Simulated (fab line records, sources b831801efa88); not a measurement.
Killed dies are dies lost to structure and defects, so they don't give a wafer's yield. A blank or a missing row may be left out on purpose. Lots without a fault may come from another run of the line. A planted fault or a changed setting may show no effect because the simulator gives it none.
Chamber matching | flow sfq_line | SFQ_TRILAYER_I1_DEP_PECVD_045 on pecvd-03: 3 sister chambers
The step deposits SiO2 from SiH4/N2O, time 111.11 s, target thk 500 nm. 14 wafers are shown with their chamber, then 7 later ones without.

WAFERS WITH THEIR CHAMBER
wafer  | chamber | throttle_valve_pct (%) | showerhead_vpp_V (V) | heater_power_w (W)
L662.3 | 0       | 26.2                   | 817                  | 75
L662.4 | 1       | 25.8                   | 879                  | 89
L662.6 | 0       | 26.2                   | 830                  | 75
L664.3 | 1       | 25.8                   | 873                  | 80
L664.5 | 0       | 25.9                   | 811                  | 75
L664.6 | 2       | 23.8                   | 850                  | 93
L665.2 | 1       | 25.8                   | 863                  | 78
L665.5 | 0       | 25.7                   | 831                  | 81
L665.6 | 1       | 25.9                   | 870                  | 78
L670.1 | 0       | 26.3                   | 826                  | 65
L670.2 | 1       | 25.6                   | 880                  | 84
L670.5 | 1       | 25.9                   | 875                  | 86
L674.1 | 1       | 25.7                   | 871                  | 91
L674.4 | 0       | 26.1                   | 829                  | 73

SIGNATURES (means of the wafers above)
reading            | chamber 0 | chamber 1 | chamber 2 | scatter within a chamber
throttle_valve_pct | 26.067    | 25.786    | 23.800    | 0.171
showerhead_vpp_V   | 824.00    | 873.00    | 850.00    | 6.97
heater_power_w     | 74.00     | 83.71     | 93.00     | 5.22
Rule: a wafer's distance from a chamber is the root of the sum, over the readings, of the square of ((its reading less the chamber's mean) divided by the reading's scatter). The wafer belongs to the nearest chamber; if the next one is less than 2 further off, it can't be placed. The scatter: the root of (the sum of the squares of (reading less its chamber's mean) over the shown wafers, divided by (wafers less chambers)).

WAFERS WITHOUT THEIR CHAMBER
wafer  | throttle_valve_pct (%) | showerhead_vpp_V (V) | heater_power_w (W)
L674.6 | 24.2                   | 843                  | 89
L675.2 | 23.9                   | 843                  | 87
L675.4 | 26.3                   | 821                  | 74
L675.6 | 23.9                   | 849                  | 90
L683.2 | 24.0                   | 847                  | 92
L683.3 | 25.9                   | 880                  | 81
L683.6 | 24.1                   | 850                  | 95

WHICH CHAMBER EACH WENT THROUGH
wafer  | from the rows above | in truth
L674.6 | 2                   | 2
L675.2 | 2                   | 2
L675.4 | 0                   | 0
L675.6 | 2                   | 2
L683.2 | 2                   | 2
L683.3 | 1                   | 1
L683.6 | 2                   | 2
Placed correctly: 7 of 7. Can't be placed from these rows: 0. Placed wrongly: 0.
